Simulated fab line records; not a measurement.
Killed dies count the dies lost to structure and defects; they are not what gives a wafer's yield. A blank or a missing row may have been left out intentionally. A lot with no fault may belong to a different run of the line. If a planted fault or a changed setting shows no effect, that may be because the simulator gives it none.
Split-lot trial	flow sky130	23 wafers read across 5 lots, on a route 708 steps long

ON THE SPLIT
At SKY_CAP2M_METAL_ETCH_13 (etches TiN in Cl2/BCl3, stops on SiO2, target depth 220 nm, time 62.9 s), the setting time s was moved away from the recipe's 62.9 s on 4 of the 23 wafers read, by +8.1% to +13.4%. This setting was run at the recipe's value on the other wafers.

The reading is taken at the split's own step.

THE READING
SiO2_of_CAP2M_CVD_00.thk nm (the simulator's own value, which no gauge read), in nm, at SKY_CAP2M_METAL_ETCH_13 (etches TiN in Cl2/BCl3, stops on SiO2, target depth 220 nm, time 62.9 s). The file gives no usual value for it. Across the 19 wafers here that went through the recipe, the average is 15.59 nm and the standard deviation 0.21 nm.

wafer	tool, chamber at the split	time s as run, s	against the recipe	SiO2_of_CAP2M_CVD_00.thk nm, nm	against lot-mates on the recipe
L075.1	rie metal-02, 1	62.9	recipe	15.11	-
L075.2	rie metal-02, 1	62.9	recipe	15.28	-
L075.4	rie metal-02, 1	62.9	recipe	15.41	-
L075.5	rie metal-02, 1	62.9	recipe	15.84	-
L075.6	rie metal-02, 1	62.9	recipe	15.66	-
L076.2	rie metal-04, 1	62.9	recipe	15.48	-
L076.5	rie metal-04, 0	62.9	recipe	15.55	-
L076.6	rie metal-04, 1	62.9	recipe	15.49	-
L081.1	rie metal-03, 1	62.9	recipe	15.34	-
L081.2	rie metal-03, 0	68	+8.1%	13.68	-1.90
L081.3	rie metal-03, 1	68	+8.1%	13.59	-1.99
L081.4	rie metal-03, 0	62.9	recipe	15.61	-
L081.5	rie metal-03, 1	62.9	recipe	15.79	-
L083.1	rie metal-03, 0	62.9	recipe	15.5	-
L083.2	rie metal-03, 1	62.9	recipe	15.65	-
L083.3	rie metal-03, 1	62.9	recipe	15.66	-
L083.4	rie metal-03, 0	62.9	recipe	15.95	-
L083.6	rie metal-03, 1	62.9	recipe	15.88	-
L085.1	rie metal-02, 0	71.34	+13.4%	12.55	-3.14
L085.3	rie metal-02, 1	62.9	recipe	15.73	-
L085.4	rie metal-02, 0	71.34	+13.4%	12.55	-3.14
L085.5	rie metal-02, 1	62.9	recipe	15.83	-
L085.6	rie metal-02, 0	62.9	recipe	15.51	-

THE FIT
A straight line over all 23 wafers: SiO2_of_CAP2M_CVD_00.thk nm changes by -0.23 nm for each +1% of time s; r = -0.98; the points scatter about the line by 0.21 nm.
The same after taking each lot's own level away (the mean of its wafers on the recipe; 23 wafers): -0.235 nm for each +1%; r = -0.99; scatter 0.18 nm.
That fit puts the effect of the largest move of time s on the reading at 3.2 nm.
Measured against the standard deviation above, the lots' own levels, which go from 15.460 to 15.728 nm, span 1.3 times it.
So the lot-to-lot level changes the slope little: the two slopes agree.
Check: with one of the wafers moved furthest among these (+13.4%) left out of the fit, the line predicts -3.17 nm for it against its lot-mates. It came out at -3.14 nm against them.

THESE WAFERS: OTHER SPLITS
Other splits were also applied to these wafers ahead of the reading. Each is held against what the fit with the lots' levels taken away leaves over:
other split on the same wafers	wafers away from the commonest value	r with SiO2_of_CAP2M_CVD_00.thk nm (lot level and that fit taken away)
SKY_METAL4_SPUTTER_04 time s	11	-0.26

THE WHOLE CHAIN: every reading that the file lists as answering this split, in the file's order
step	what it does	reading	change (the file's fit)	r (the file's)
SKY_CAP2M_METAL_ETCH_13	etches TiN in Cl2/BCl3, stops on SiO2, target depth 220 nm, time 62.9 s	NOVOLAK_of_CAP2M_COAT_07.thk nm (the simulator's own value, which no gauge read)	-1.45 nm for each +1% of the setting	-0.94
SKY_CAP2M_METAL_ETCH_13	etches TiN in Cl2/BCl3, stops on SiO2, target depth 220 nm, time 62.9 s	SiO2_of_CAP2M_CVD_00.thk nm (the simulator's own value, which no gauge read)	-0.235 nm for each +1% of the setting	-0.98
SKY_CAP2M_STRIP_14	strips in O2/N2	strip time to endpoint s	withheld for each +1% of the setting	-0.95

FILE'S OWN FIT
SiO2_of_CAP2M_CVD_00.thk nm changes by -0.235 nm for each +1% of time s, r = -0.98.
